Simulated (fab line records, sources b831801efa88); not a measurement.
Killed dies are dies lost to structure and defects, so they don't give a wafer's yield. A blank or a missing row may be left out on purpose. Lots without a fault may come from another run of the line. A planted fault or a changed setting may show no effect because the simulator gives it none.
Split-lot experiment | flow sfq_line | 5 lots, 23 wafers read, on a route of 325 steps

THE SPLIT
At SFQ_TRILAYER_I3_VIA_LITHO_EXPOSE_086 (exposes mask I3, target cd 500 nm), the setting dose_mj was moved away from the recipe's 21.3 on 10 of the 23 wafers read, by -4.1% to +7.2%. The other wafers ran this setting at the recipe's value.

FROM THE SPLIT TO THE READING: what the file shows between them, 1 step
- SFQ_TRILAYER_I3_VIA_BARC_OPEN_VIA_ETCH_121: etches BARC in O2, target depth 125 nm, time 41.7 s (also split here: source_w)

THE READING
I3.cd_nm (the simulator's own value, which no gauge read), in nm, at SFQ_TRILAYER_I3_VIA_ETCH_VIA_ETCH_088 (etches SiO2 in CHF3, stops on Nb, target depth 260 nm). The file gives no usual value for it. The 13 wafers here that ran the recipe average 500.5 nm, standard deviation 1.7 nm.

wafer  | tool, chamber at the split | dose_mj as run | against the recipe | I3.cd_nm, nm | against lot-mates on the recipe
L078.4 | krf_scanner-01, 0          | 21.3           | recipe             | 499.6        | -
L078.5 | krf_scanner-01, 0          | 21.3           | recipe             | 501.3        | -
L078.6 | krf_scanner-01, 0          | 21.3           | recipe             | 504.3        | -
L079.1 | krf_scanner-01, 0          | 22.84          | +7.2%              | 509.7        | +10.5
L079.3 | krf_scanner-01, 0          | 22.84          | +7.2%              | 508.3        | +9.1
L079.4 | krf_scanner-01, 0          | 21.3           | recipe             | 498.1        | -
L079.6 | krf_scanner-01, 0          | 21.3           | recipe             | 498.1        | -
L079.5 | krf_scanner-01, 0          | 21.3           | recipe             | 501.4        | -
L080.1 | krf_scanner-01, 0          | 21.3           | recipe             | 502.4        | -
L080.2 | krf_scanner-01, 0          | 21.3           | recipe             | 498.9        | -
L080.3 | krf_scanner-01, 0          | 20.66          | -3.0%              | 497          | -3.5
L080.4 | krf_scanner-01, 0          | 21.3           | recipe             | 500.3        | -
L080.6 | krf_scanner-01, 0          | 20.66          | -3.0%              | 497.4        | -3.1
L084.1 | krf_scanner-01, 0          | 21.3           | recipe             | 500.7        | -
L084.2 | krf_scanner-01, 0          | 21.3           | recipe             | 500.6        | -
L084.4 | krf_scanner-01, 0          | 20.42          | -4.1%              | 492.3        | -8.3
L084.5 | krf_scanner-01, 0          | 20.42          | -4.1%              | 492.8        | -7.8
L084.6 | krf_scanner-01, 0          | 20.42          | -4.1%              | 493          | -7.6
L085.1 | krf_scanner-01, 0          | 20.78          | -2.4%              | 495.2        | -5.4
L085.2 | krf_scanner-01, 0          | 21.3           | recipe             | 499.2        | -
L085.3 | krf_scanner-01, 0          | 21.3           | recipe             | 502          | -
L085.5 | krf_scanner-01, 0          | 20.78          | -2.4%              | 496.3        | -4.3
L085.6 | krf_scanner-01, 0          | 20.78          | -2.4%              | 499.8        | -0.8

THE FIT
A straight line over all 23 wafers: I3.cd_nm changes by +1.36 nm for each +1% of dose_mj; r = +0.91; the points scatter about the line by 1.8 nm.
The same after taking each lot's own level away (the mean of its wafers on the recipe; 23 wafers): +1.48 nm for each +1%; r = +0.94; scatter 1.6 nm.
On that fit, the largest move of dose_mj shifts the reading by 11 nm.
The lots' own levels span 499.20 to 501.73 nm, that is 1.5 times the standard deviation above.
So the lot-to-lot level changes the slope little: the two slopes agree.
Check: with one of the wafers moved furthest among these (+7.2%) left out of the fit, the line predicts +10.5 nm for it against its lot-mates. It came out at +10.5 nm against them.

OTHER SPLITS ON THESE WAFERS
These wafers also went through other splits before the reading. Each is held against what the fit with the lots' levels taken away leaves over:
other split on the same wafers                          | wafers away from the commonest value | r with I3.cd_nm (lot level and that fit taken away)
SFQ_TRILAYER_I2_VIA_LITHO_COAT_067 resist_thk_nm        | 8                                    | +0.06
SFQ_TRILAYER_M3_LITHO_COAT_080 spin_rpm                 | 9                                    | -0.14
SFQ_TRILAYER_M3_BARC_OPEN_METAL_ETCH_100 pressure_mtorr | 18                                   | -0.01
SFQ_TRILAYER_I3_DEP_PECVD_081 time_s                    | 6                                    | +0.41
SFQ_TRILAYER_I3_VIA_BARC_OPEN_VIA_ETCH_121 source_w     | 6                                    | +0.21

THE WHOLE CHAIN: every reading that the file lists as answering this split, in the file's order
step                                       | what it does                                          | reading                                                   | change (the file's fit)              | r (the file's)
SFQ_TRILAYER_I3_VIA_BARC_OPEN_VIA_ETCH_121 | etches BARC in O2, target depth 125 nm, time 41.7 s   | I3.cd_nm (the simulator's own value, which no gauge read) | +1.69 nm for each +1% of the setting | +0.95
SFQ_TRILAYER_I3_VIA_ETCH_VIA_ETCH_088      | etches SiO2 in CHF3, stops on Nb, target depth 260 nm | I3.cd_nm (the simulator's own value, which no gauge read) | +1.45 nm for each +1% of the setting | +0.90

THE FILE'S OWN FIT
I3.cd_nm changes by +1.45 nm for each +1% of dose_mj, r = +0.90.
